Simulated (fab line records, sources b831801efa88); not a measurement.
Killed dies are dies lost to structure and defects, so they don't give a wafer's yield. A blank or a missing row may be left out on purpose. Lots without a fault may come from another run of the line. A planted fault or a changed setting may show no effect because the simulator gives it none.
Which tool did it? | flow gf180mcu | 14 lots, 42 wafers sampled, at 1 step of a route of 602

WHAT THE GAUGES READ, wafer by wafer
GF_M2_THK_MEAS_06: measures by xrf.
lot  | measured     | on            | M2_ALCU_THK (nm)
L318 | day 18 17:16 | film_metro-03 | 444 447 444
L319 | day 18 23:35 | film_metro-03 | 460 450 457
L322 | day 20 06:06 | film_metro-03 | 463 468 457
L323 | day 20 09:35 | film_metro-02 | 459 458 466
L325 | day 21 10:06 | film_metro-02 | 461 458 459
L324 | day 21 10:25 | film_metro-03 | 461 464 462
L327 | day 21 20:46 | film_metro-04 | 460 457 455
L328 | day 22 19:38 | film_metro-04 | 450 457 448
L329 | day 22 22:38 | film_metro-04 | 462 457 465
L330 | day 23 05:04 | film_metro-02 | 459 455 451
L332 | day 23 21:47 | film_metro-03 | 455 457 458
L333 | day 24 03:05 | film_metro-03 | 457 450 457
L339 | day 25 20:16 | film_metro-04 | 453 452 456
L341 | day 26 06:49 | film_metro-02 | 454 457 447

WHICH TOOL RAN EACH LOT (tool, then ch and the chambers of the sampled wafers, then the start)
The record holds no process step before these readings.

WHAT THE TOOLS THEMSELVES READ (means of the sampled wafers that have a number; where no wafer has one, the mark that the record gives instead)
The record holds no such reading with a usual standard deviation.

THE ANSWER, worked out from the rows above alone
Rule: what is usual is taken from the lots themselves. Put in order of their means at a reading, lots are off if they are a third of the lots or fewer, leave a main group of 4 or more, and stand apart from it by a gap of 3 or more times the standard deviation of the main group's means; of several such gaps the widest counts. A main group whose means are all the same, to the digits that the tables above print for the reading, isn't used. A lot without any number at a reading at which 4 lots or more have one is off too. The other lots that the step has rows for count as sound. The gauges are gone through in route order, then the tools' own readings, and for those a lot's mean is taken as printed above. The first step at which some lot is off is used, and at that step the reading that is off furthest; a lot without a number counts as furthest.
No lot is off at any reading shown: from this, nothing can be told.

WHAT THE SIMULATOR HAD PUT IN
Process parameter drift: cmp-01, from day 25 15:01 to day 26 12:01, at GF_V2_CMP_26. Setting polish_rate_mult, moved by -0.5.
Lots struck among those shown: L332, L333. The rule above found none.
